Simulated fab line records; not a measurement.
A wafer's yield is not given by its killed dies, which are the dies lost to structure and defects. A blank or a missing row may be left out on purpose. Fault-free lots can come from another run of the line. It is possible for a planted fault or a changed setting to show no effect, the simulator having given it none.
Struck lot and sound lot, side by side :: flow gf180mcu :: 26 out of 602 route steps
Sound: wafers L925.1, L925.2, L925.6. Struck: wafer L932.3 (left out: L932.5, L932.6 of the same lot, which were not struck); the cause appears at the end.
For every step that has rows: the tool of each side, followed by ch and its chambers, followed by its first start. Under that, the readings that differ: sound wafers :: struck wafers :: difference of the means :: sigmas: that difference in standard deviations of wafers without a fault.
alike: a reading whose means differ by less than 2 such deviations, as well as words and numbers matching on both sides. not compared: withheld readings; readings where some wafer has no value; bounds like >300 that might hide an equal value; numbers whose values overlap and for which the record gives no deviation.
The two part at a step that has a row with sigmas, a row that says differs or no value, or rows on one side only. Numbers that have no deviation but don't overlap get no sigmas and don't part them. A reading missing from all wafers of one side parts the sides only when that side holds two or more wafers.

first, 6 steps without rows for these wafers: GF_TOP_METAL_HMDS_08 (prime time 60 s); GF_TOP_METAL_COAT_09 (resist thk 1500 nm); GF_TOP_METAL_SOFTBAKE_10 (time 60 s); GF_TOP_METAL_EXPOSE_11 (exposes mask MetalTop, target cd 440 nm); GF_TOP_METAL_PEB_12; GF_TOP_METAL_DEVELOP_13 (develop time 60 s).
GF_TOP_METAL_CD_MEAS_14: the cd target is 440 nm.
  sound on cd sem-02 at day 30 20:46; struck on cd sem-01 at day 32 17:01
reading: cd nm (nm)
sound: 435.4 437.7 436.0
struck: 443.2
difference: +6.8
sigmas: +3
GF_TOP_METAL_OVL_MEAS_15:
  sound on overlay-02 at day 30 20:53; struck on overlay-02 at day 32 17:06
reading: TOP_METAL_OVL (nm)
sound: -0.8 -0.8 -2.2
struck: 2.9
difference: +4.2
sigmas: +3
GF_TOP_METAL_METAL_ETCH_16: etches the open film in Cl2/BCl3, stops on SiO2, target depth 1077.5 nm, time 179.6 s.
  sound on rie metal-03 ch 0,1, day 30 20:56; struck on rie metal-04 ch 1, day 32 17:11
  alike: drypump motor current A, oes product au, throttle valve pct
  not compared: rf hours counter h
GF_TOP_METAL_STRIP_17: strips in O2/N2.
  sound on plasma asher-03 ch 0,1, day 30 21:06; struck on plasma asher-03 ch 0, day 32 17:20
  alike: drypump motor current A, heater power w, oes product au, strip time to endpoint s
  not compared: rf hours counter h
then, 2 steps without rows for these wafers: GF_TOP_METAL_STRIP_18 (strips in post etch residue remover, time 1200 s); GF_TOP_METAL_CLEAN_19 (cleans in DIW).
GF_PASSIVATION_CVD_00: deposits SiO2 from TEOS, target thk 1000 nm, time 111.95 s.
  sound on pecvd-01 ch 0,2, day 30 21:40; struck on pecvd-01 ch 2, day 32 17:50
reading: run length s (s)
sound: 140.4 139.5 139.8
struck: 150.6
difference: +10.7
sigmas: +21

reading: model.SiO2_of_PASSIVATION_CVD_00.thk nm (nm)
sound: 1002 990.2 1015
struck: 1108
difference: +106
sigmas: 
  alike: heater power outer w, heater power w
GF_PASSIVATION_THK_MEAS_01:
  sound on film metro-03 at day 30 21:45; struck on film metro-03 at day 32 17:56
reading: PASSIVATION_CVD_00_THK (nm)
sound: 1002 991 1015
struck: 1108
difference: +105
sigmas: +8
GF_PASSIVATION_CVD_02: deposits Si3N4, target thk 700 nm, time 486.18 s.
  sound on pecvd-03 ch 0,1,2, day 30 21:49; struck on pecvd-03 ch 0, day 32 17:58
  alike: heater power outer w, heater power w, run length s
GF_PASSIVATION_THK_MEAS_03:
  sound on film metro-03 at day 30 22:05; struck on film metro-04 at day 32 18:17
  alike: PASSIVATION_CVD_02_THK
then, 7 steps without rows for these wafers: GF_PASSIVATION_DEHYDRATE_04 (time 60 s); GF_PASSIVATION_HMDS_05 (prime time 60 s); GF_PASSIVATION_COAT_06 (resist thk 4000 nm); GF_PASSIVATION_SOFTBAKE_07; GF_PASSIVATION_EXPOSE_08 (exposes mask Pad, target cd 40000 nm); GF_PASSIVATION_PEB_09; GF_PASSIVATION_DEVELOP_10 (develop time 60 s).
GF_PASSIVATION_ETCH_11: etches the open film in CF4/O2, stops on TiN, target depth 1800 nm, time 400 s.
  sound on rie diel-02 ch 0,1,2, day 31 15:57; struck on rie diel-03 ch 0, day 33 08:50
reading: oes product au (a.u.)
sound: 0.965 0.951 0.968
struck: 0.992
difference: +0.031
sigmas: +5

reading: model.PASSIVATION.feature depth nm (nm)
sound: 1705 1680 1727
struck: 1793
difference: +89
sigmas: 

reading: model.etch.depth nm (nm)
sound: 1705 1680 1727
struck: 1793
difference: +89
sigmas: 
  alike: cf4 flow sccm, drypump motor current A, throttle valve pct
  not compared: rf hours counter h
GF_PASSIVATION_STRIP_12: strips in O2/N2.
  sound on plasma asher-04 ch 0,1, day 31 16:11; struck on plasma asher-04 ch 0, day 33 09:07
reading: strip time to endpoint s (s)
sound: 34.35 34.48 34.50
struck: 34.95
difference: +0.51
sigmas: +2
  alike: drypump motor current A, heater power w, oes product au
  not compared: rf hours counter h
next, for these wafers, 1 step has no rows: GF_PASSIVATION_PROBE_99.

== WHERE THEY PART ==
Earliest at GF_TOP_METAL_CD_MEAS_14; latest, in this record, at GF_PASSIVATION_STRIP_12.

WHY: the cause the simulator had injected
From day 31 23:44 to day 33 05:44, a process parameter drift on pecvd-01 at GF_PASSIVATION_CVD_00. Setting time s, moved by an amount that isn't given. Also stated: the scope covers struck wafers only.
